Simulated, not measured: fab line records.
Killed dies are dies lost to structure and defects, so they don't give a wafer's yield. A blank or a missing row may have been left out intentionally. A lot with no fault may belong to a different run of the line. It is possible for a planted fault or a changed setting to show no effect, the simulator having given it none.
fab line records ; flow sfqLine
record lots=6; wafers=18; lastDay=91
route steps=325 shown C5@250 M6@251
lots with no fault: from the same line, run without faults
startH: start of the lot's first displayed wafer, in hours after the record's first day ; waitH: how many hours have passed since the lot's step before this one ; " repeats the value in the row above ; L1.1+2: a row that stands for several wafers ; - no value, or no start given ; * or withheld: withheld ; < > ~ a bound
route shown NAME@n: names a module that has steps shown in the file, with the first one's number in the route ; usual: the fault-free wafers' mean and standard deviation ; same: alike in all rows ; chamber/n: place in a boat ; sites: per-site readings ; _std_site: their standard deviation ; _edge_site: the outer-site mean with the inner-site mean subtracted ; radiusMm: how far each site lies from the wafer's centre ; mask NAME#n: copy n ; behind: tool/chamber where the wafer was last shaped ; hold: what put the lot on hold/how long, in hours/how the hold closed ; device: whichever transistor did not switch (one of n, p or np) ; end of line: tests run on the same wafers once the route is complete ; a step without rows: its recipe alone ; killed: dies that structure and defects cost at the first sort, which is not the same as the wafer's yield ; map: dies across one wafer; x = killed, . = not, _ = none there
set.NAME: the run value of the setting; set.NAME@STEP: its run value at that earlier step ; model.NAME: the simulator's own value behind a step, which no gauge read
a table for each step, a row for each wafer; lots at some steps of the route
services: when a tool's chamber went out of use (startH, in hours from the record's first day, below 0 if earlier), for how many hours, and the reason
## steps
# step SFQ_TRILAYER_C5_STRIP_SOLV_CLEAN_156
# recipe chemistry=NMP; tempC=70; timeS=600
# step SFQ_TRILAYER_M6_DEP_PRE_CLEAN_158
# recipe gas=Ar; timeS=22.5; biasV=250
# step SFQ_TRILAYER_M6_DEP_SPUTTER_157
# recipe material=Nb; basePressurePa=1.33e-06; chamberPressurePa=0.1333; substrateTempC=20; targetThkNm=200; powerW=2000; timeS=133.3
# usual throttleValvePct=30.3/0.94
# same timeS=133.3
lot.wafer;tool;chamber;startH;waitH;throttleValvePct
L752.2;pvdSputter-06;-;1599.11;0.0;29.7
L752.3;pvdSputter-06;-;1599.11;0.0;29.7
L752.5;pvdSputter-06;-;1599.11;0.0;29.8
L757.1;pvdSputter-06;-;1623.36;0.0;29.6
L757.2;pvdSputter-06;-;1623.36;0.0;31.1
L757.5;pvdSputter-06;-;1623.36;0.0;30.9
L763.2;pvdSputter-06;-;1693.65;0.0;29.9
L763.5;pvdSputter-06;-;1693.65;0.0;29.9
L763.6;pvdSputter-06;-;1693.65;0.0;30.8
L771.1;pvdSputter-06;-;1741.82;0.0;30.8
L771.5;pvdSputter-06;-;1741.82;0.0;30.8
L771.6;pvdSputter-06;-;1741.82;0.0;30.8
L772.2;pvdSputter-04;-;1745.42;0.0;29.4
L772.3;pvdSputter-04;-;1745.42;0.0;28.0
L772.4;pvdSputter-04;-;1745.42;0.0;30.8
L773.1;pvdSputter-06;-;1749.27;0.0;30.8
L773.4;pvdSputter-06;-;1749.27;0.0;30.9
L773.6;pvdSputter-06;-;1749.27;0.0;29.8
# step SFQ_M6_RS_MEAS_938
# recipe thkMeasGauge=four-point-probe; reads=Nb_of_TRILAYER_M6_DEP_SPUTTER_157
# usual M6_NB_RS=0.892/0.0073
lot.wafer;tool;chamber;startH;waitH;M6_NB_RS[ohm/sq]
L752.2;filmMetro-01;-;1599.23;0.1;0.903
L752.3;filmMetro-01;-;1599.23;0.1;0.885
L752.5;filmMetro-01;-;1599.23;0.1;0.902
L757.1;filmMetro-01;-;1623.46;0.0;0.891
L757.2;filmMetro-01;-;1623.46;0.0;0.895
L757.5;filmMetro-01;-;1623.46;0.0;0.903
L763.2;filmMetro-04;-;1693.76;0.1;0.900
L763.5;filmMetro-04;-;1693.76;0.1;0.906
L763.6;filmMetro-04;-;1693.76;0.1;0.904
L771.1;filmMetro-02;-;1741.91;0.0;0.892
L771.5;filmMetro-02;-;1741.91;0.0;0.894
L771.6;filmMetro-02;-;1741.91;0.0;0.886
L772.2;filmMetro-01;-;1745.53;0.1;0.899
L772.3;filmMetro-01;-;1745.53;0.1;0.904
L772.4;filmMetro-01;-;1745.53;0.1;0.898
L773.1;filmMetro-04;-;1749.36;0.0;0.908
L773.4;filmMetro-04;-;1749.36;0.0;0.897
L773.6;filmMetro-04;-;1749.36;0.0;0.905
# step SFQ_TRILAYER_M6_LITHO_COAT_164
# recipe resist=BARC; spinRpm=2939; resistThkNm=62
# step SFQ_TRILAYER_M6_LITHO_COAT_159
# recipe resist=KrF; spinRpm=3000; resistThkNm=600
# step SFQ_TRILAYER_M6_LITHO_SOFTBAKE_163
# recipe tempC=withheld; timeS=withheld; resist=KrF
# step SFQ_TRILAYER_M6_LITHO_EXPOSE_160
# recipe maskId=M6; na=0.6; sourceShape=conventional; sigmaOuter=0.65; targetCdNm=500; doseMj=14.4
# step SFQ_TRILAYER_M6_LITHO_PEB_162
# recipe pebTempC=115; pebTimeS=60; resist=KrF
# step SFQ_TRILAYER_M6_LITHO_DEVELOP_161
# recipe timeS=60; resist=KrF
# step SFQ_M6_OVL_MEAS_940
# usual M6_OVL=1/5.6
lot.wafer;tool;chamber;startH;waitH;M6_OVL[nm]
L752.2;overlay-01;-;1714.44;0.1;-5
L752.3;overlay-01;-;1714.44;0.1;1
L752.5;overlay-01;-;1714.44;0.1;0
L757.1;overlay-01;-;1733.56;0.1;2
L757.2;overlay-01;-;1733.56;0.1;3
L757.5;overlay-01;-;1733.56;0.1;2
L763.2;overlay-01;-;1802.47;0.1;1
L763.5;overlay-01;-;1802.47;0.1;5
L763.6;overlay-01;-;1802.47;0.1;-1
L771.1;overlay-01;-;1850.99;0.1;15
L771.5;overlay-01;-;1850.99;0.1;17
L771.6;overlay-01;-;1850.99;0.1;7
L772.2;overlay-02;-;1853.40;0.1;1
L772.3;overlay-02;-;1853.40;0.1;-8
L772.4;overlay-02;-;1853.40;0.1;-9
L773.1;overlay-01;-;1856.99;0.1;0
L773.4;overlay-01;-;1856.99;0.1;-9
L773.6;overlay-01;-;1856.99;0.1;-7
# step SFQ_TRILAYER_M6_BARC_OPEN_METAL_ETCH_206
# recipe maskMaterial=PR; chemistry=O2; targetDepthNm=125; target=BARC; icpW=600; biasW=80; pressureMtorr=10; timeS=41.7
# usual biasW=80.02/0.23; drypumpMotorCurrentA=5.6/0.49; oesProductAu=0.688/0.0045
# same timeS=41.7
lot.wafer;tool;chamber;startH;waitH;biasW;drypumpMotorCurrentA;oesProductAu;rfHoursCounterH
L752.2;rieMetal-03;1;1714.47;0.0;80.23;5.2;0.687;44
L752.3;rieMetal-03;1;1714.47;0.0;80.52;5.2;0.691;-
L752.5;rieMetal-03;1;1714.47;0.0;80.63;5.2;0.685;-
L757.1;rieMetal-03;0;1733.60;0.0;80.32;5.5;0.686;74
L757.2;rieMetal-03;1;1733.60;0.0;80.12;5.2;0.681;46
L757.5;rieMetal-03;1;1733.60;0.0;79.94;5.2;0.688;-
L763.2;rieMetal-02;0;1802.50;0.0;80.03;6.3;0.690;3
L763.5;rieMetal-02;0;1802.50;0.0;80.13;6.3;0.693;-
L763.6;rieMetal-02;1;1802.50;0.0;80.03;5.1;0.685;-
L771.1;rieMetal-02;0;1851.03;0.0;86.59;6.3;0.689;10
L771.5;rieMetal-02;1;1851.03;0.0;86.67;5.1;0.683;-
L771.6;rieMetal-02;0;1851.03;0.0;86.99;6.3;0.684;-
L772.2;rieMetal-02;1;1853.43;0.0;86.68;5.1;0.687;98
L772.3;rieMetal-02;1;1853.43;0.0;86.91;5.1;0.697;-
L772.4;rieMetal-02;0;1853.43;0.0;86.60;6.3;0.683;-
L773.1;rieMetal-03;0;1857.03;0.0;79.85;5.5;0.697;93
L773.4;rieMetal-03;0;1857.03;0.0;80.43;5.5;0.690;-
L773.6;rieMetal-03;1;1857.03;0.0;80.08;5.2;0.686;-
# step SFQ_TRILAYER_M6_ETCH_METAL_ETCH_162
# recipe target=Nb; stopOn=SiO2; maskMaterial=PR; chemistry=Cl2/Ar; targetDepthNm=240; icpW=600; biasW=80; pressureMtorr=10; timeS=120
# usual biasW=80.04/0.23; drypumpMotorCurrentA=5.6/0.49; oesProductAu=0.893/0.0062
# same timeS=120
lot.wafer;tool;chamber;startH;waitH;biasW;drypumpMotorCurrentA;oesProductAu;rfHoursCounterH
L752.2;rieMetal-03;1;1714.53;0.0;79.86;5.3;0.886;44
L752.3;rieMetal-03;1;1714.53;0.0;79.90;5.2;0.891;-
L752.5;rieMetal-03;1;1714.53;0.0;79.89;5.2;0.900;-
L757.1;rieMetal-03;0;1733.66;0.0;80.03;5.5;0.897;74
L757.2;rieMetal-03;1;1733.66;0.0;80.27;5.2;0.896;47
L757.5;rieMetal-03;1;1733.66;0.0;80.26;5.2;0.885;-
L763.2;rieMetal-02;0;1802.56;0.0;80.15;6.3;0.890;3
L763.5;rieMetal-02;0;1802.56;0.0;79.93;6.3;0.883;-
L763.6;rieMetal-02;1;1802.56;0.0;80.40;5.1;0.879;-
L771.1;rieMetal-02;0;1851.09;0.0;80.04;6.3;0.900;10
L771.5;rieMetal-02;1;1851.09;0.0;80.03;5.0;0.887;-
L771.6;rieMetal-02;0;1851.09;0.0;80.21;6.3;0.899;-
L772.2;rieMetal-02;1;1853.49;0.0;80.33;5.1;0.882;98
L772.3;rieMetal-02;1;1853.49;0.0;79.96;5.1;0.886;-
L772.4;rieMetal-02;0;1853.49;0.0;79.60;6.3;0.891;-
L773.1;rieMetal-03;0;1857.09;0.0;80.58;5.4;0.890;93
L773.4;rieMetal-03;0;1857.09;0.0;80.43;5.4;0.891;-
L773.6;rieMetal-03;1;1857.09;0.0;79.99;5.2;0.887;-
## services
tool;chamber;startH;hours;kind
pvdSputter-04;-;1587.41;5.4;repair
pvdSputter-06;-;1594.94;3.3;repair
pvdSputter-04;-;1610.09;11.6;repair
pvdSputter-04;-;1623.83;3.2;repair
pvdSputter-04;-;1649.65;5.1;repair
pvdSputter-06;-;1696.79;4.0;repair
rieMetal-02;1;1753.74;1.1;repair
rieMetal-02;0;1755.60;-;clean
rieMetal-02;0;1755.60;-;consumableReplace:focusRing
rieMetal-02;0;1755.60;24.0;scheduledDown
rieMetal-02;0;1755.60;24.0;ventCycle
pvdSputter-04;-;1761.62;0.5;repair
pvdSputter-06;-;1780.06;6.2;repair
rieMetal-03;1;1781.91;9.6;repair
pvdSputter-06;-;1784.72;1.1;repair
pvdSputter-06;-;1826.95;1.1;repair
## key
firstSign step=SFQ_TRILAYER_M6_BARC_OPEN_METAL_ETCH_206; reading=biasW; direction=up; sigmas=29; usual=80.02; struck=86.74
effect none on later readings
metAt SFQ_TRILAYER_M6_BARC_OPEN_METAL_ETCH_206
struckWafers L771.1,L771.5,L771.6,L772.2,L772.3,L772.4
onsetBetween 1802.50 1851.03
fault kind=processParameterDrift; tool=rieMetal-02; chamber=-; onsetH=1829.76; steps=SFQ_TRILAYER_M6_BARC_OPEN_METAL_ETCH_206; channel=biasW; offset=6.7357; shape=step; endH=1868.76; actsIn=theseRecipesOnly; stated=80
